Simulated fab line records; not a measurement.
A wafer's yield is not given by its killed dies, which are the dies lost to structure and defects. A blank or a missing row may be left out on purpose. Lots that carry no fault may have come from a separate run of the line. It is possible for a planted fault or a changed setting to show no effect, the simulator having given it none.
The tool behind it: which one? :: flow sky130 :: 14 lots, 42 wafers sampled, at 2 steps of a route of 708

## WHAT THE GAUGES SHOWED, per wafer
SKY_METAL3_CD_MEAS_13: target cd 300 nm.
lot: L997
measured: day 38 16:40
on: cd sem-01
cd nm (nm): 299.9 300.3 300.0

lot: L999
measured: day 39 11:47
on: cd sem-01
cd nm (nm): 299.7 299.1 298.4

lot: L998
measured: day 39 14:22
on: cd sem-02
cd nm (nm): 299.7 301.6 300.7

lot: L101
measured: day 39 20:19
on: cd sem-01
cd nm (nm): 300.1 300.9 299.7

lot: L100
measured: day 40 00:26
on: cd sem-02
cd nm (nm): 299.2 298.9 299.1

lot: L105
measured: day 41 03:34
on: cd sem-02
cd nm (nm): 298.4 299.7 299.5

lot: L109
measured: day 42 05:47
on: cd sem-02
cd nm (nm): 300.7 300.6 300.1

lot: L110
measured: day 42 13:37
on: cd sem-01
cd nm (nm): 299.7 299.2 301.1

lot: L111
measured: day 42 14:44
on: cd sem-02
cd nm (nm): 298.0 298.9 297.9

lot: L112
measured: day 42 23:07
on: cd sem-01
cd nm (nm): 300.8 300.5 299.2

lot: L113
measured: day 43 01:57
on: cd sem-02
cd nm (nm): 299.6 299.6 299.5

lot: L116
measured: day 44 03:27
on: cd sem-02
cd nm (nm): 299.5 300.6 299.8

lot: L117
measured: day 44 04:24
on: cd sem-02
cd nm (nm): 301.3 301.5 301.5

lot: L118
measured: day 44 13:14
on: cd sem-02
cd nm (nm): 295.8 296.3 296.6

## TOOL THAT RAN EACH LOT (tool first, then ch and the chambers of the sampled wafers, then the start)
lot: L997
SKY_CAPM_STRIP_14: plasma asher-02 ch 0,1, day 37 14:32

lot: L999
SKY_CAPM_STRIP_14: plasma asher-02 ch 0,1, day 38 10:35

lot: L998
SKY_CAPM_STRIP_14: plasma asher-03 ch 0,1, day 38 13:08

lot: L101
SKY_CAPM_STRIP_14: plasma asher-02 ch 0,1, day 38 19:53

lot: L100
SKY_CAPM_STRIP_14: plasma asher-02 ch 0,1, day 38 22:45

lot: L105
SKY_CAPM_STRIP_14: plasma asher-03 ch 0,1, day 40 02:25

lot: L109
SKY_CAPM_STRIP_14: plasma asher-03 ch 0,1, day 41 05:29

lot: L110
SKY_CAPM_STRIP_14: plasma asher-03 ch 0,1, day 41 13:20

lot: L111
SKY_CAPM_STRIP_14: plasma asher-02 ch 0,1, day 41 14:16

lot: L112
SKY_CAPM_STRIP_14: plasma asher-03 ch 0,1, day 41 23:01

lot: L113
SKY_CAPM_STRIP_14: plasma asher-04 ch 0,1, day 42 02:02

lot: L116
SKY_CAPM_STRIP_14: plasma asher-02 ch 0,1, day 43 05:35

lot: L117
SKY_CAPM_STRIP_14: plasma asher-04 ch 0,1, day 43 05:36

lot: L118
SKY_CAPM_STRIP_14: plasma asher-02 ch 0,1, day 43 14:30
- SKY_CAPM_STRIP_14: strips in O2/N2.

## WHAT THE TOOLS THEMSELVES READ (means of the sampled wafers that have a number; where no wafer has one, the mark that the record gives instead)
SKY_CAPM_STRIP_14.
lot: L997
tool: plasma asher-02
drypump motor current A (A): 6.2
n2 flow sccm (sccm): 299.5
oes product au (a.u.): 0.713
strip time to endpoint s (s): 12.68

lot: L999
tool: plasma asher-02
drypump motor current A (A): 6.3
n2 flow sccm (sccm): 301.0
oes product au (a.u.): 0.710
strip time to endpoint s (s): 12.66

lot: L998
tool: plasma asher-03
drypump motor current A (A): 5.9
n2 flow sccm (sccm): 301.3
oes product au (a.u.): 0.711
strip time to endpoint s (s): 12.71

lot: L101
tool: plasma asher-02
drypump motor current A (A): 6.3
n2 flow sccm (sccm): 300.4
oes product au (a.u.): 0.713
strip time to endpoint s (s): 12.63

lot: L100
tool: plasma asher-02
drypump motor current A (A): 6.0
n2 flow sccm (sccm): 299.9
oes product au (a.u.): 0.712
strip time to endpoint s (s): 12.76

lot: L105
tool: plasma asher-03
drypump motor current A (A): 5.9
n2 flow sccm (sccm): 300.1
oes product au (a.u.): 0.706
strip time to endpoint s (s): 12.61

lot: L109
tool: plasma asher-03
drypump motor current A (A): 5.9
n2 flow sccm (sccm): 298.9
oes product au (a.u.): 0.711
strip time to endpoint s (s): 12.73

lot: L110
tool: plasma asher-03
drypump motor current A (A): 5.9
n2 flow sccm (sccm): 300.0
oes product au (a.u.): 0.707
strip time to endpoint s (s): 12.72

lot: L111
tool: plasma asher-02
drypump motor current A (A): 6.3
n2 flow sccm (sccm): 300.5
oes product au (a.u.): 0.710
strip time to endpoint s (s): 12.67

lot: L112
tool: plasma asher-03
drypump motor current A (A): 5.6
n2 flow sccm (sccm): 300.3
oes product au (a.u.): 0.712
strip time to endpoint s (s): 12.59

lot: L113
tool: plasma asher-04
drypump motor current A (A): 6.2
n2 flow sccm (sccm): 300.3
oes product au (a.u.): 0.709
strip time to endpoint s (s): 12.60

lot: L116
tool: plasma asher-02
drypump motor current A (A): 6.2
n2 flow sccm (sccm): 299.2
oes product au (a.u.): 0.710
strip time to endpoint s (s): 12.69

lot: L117
tool: plasma asher-04
drypump motor current A (A): 6.2
n2 flow sccm (sccm): 299.3
oes product au (a.u.): 0.707
strip time to endpoint s (s): 12.60

lot: L118
tool: plasma asher-02
drypump motor current A (A): 6.0
n2 flow sccm (sccm): 299.1
oes product au (a.u.): 0.711
strip time to endpoint s (s): 12.57

## THE ANSWER, worked out from the rows above alone
Rule: usual is defined by the lots themselves. Put in order of their means at a reading, lots are off if they are a third of the lots or fewer, leave a main group of 4 or more, and stand apart from it by a gap of 3 or more times the standard deviation of the main group's means; of several such gaps the widest counts. Not used: any main group whose means are identical at the precision the tables above print for the reading. Also off: a lot with no number at a reading for which 4 or more lots have one. Where the step has rows for the other lots, those lots are counted as sound. First the gauges in route order, then the tools' own readings, where a lot's mean is used as printed above. The first step at which some lot is off is used, and at that step the reading that is off furthest; a lot without a number counts as furthest.
No lot is off at any reading shown: from this, nothing can be told.

## WHAT WAS PUT IN BY THE SIMULATOR
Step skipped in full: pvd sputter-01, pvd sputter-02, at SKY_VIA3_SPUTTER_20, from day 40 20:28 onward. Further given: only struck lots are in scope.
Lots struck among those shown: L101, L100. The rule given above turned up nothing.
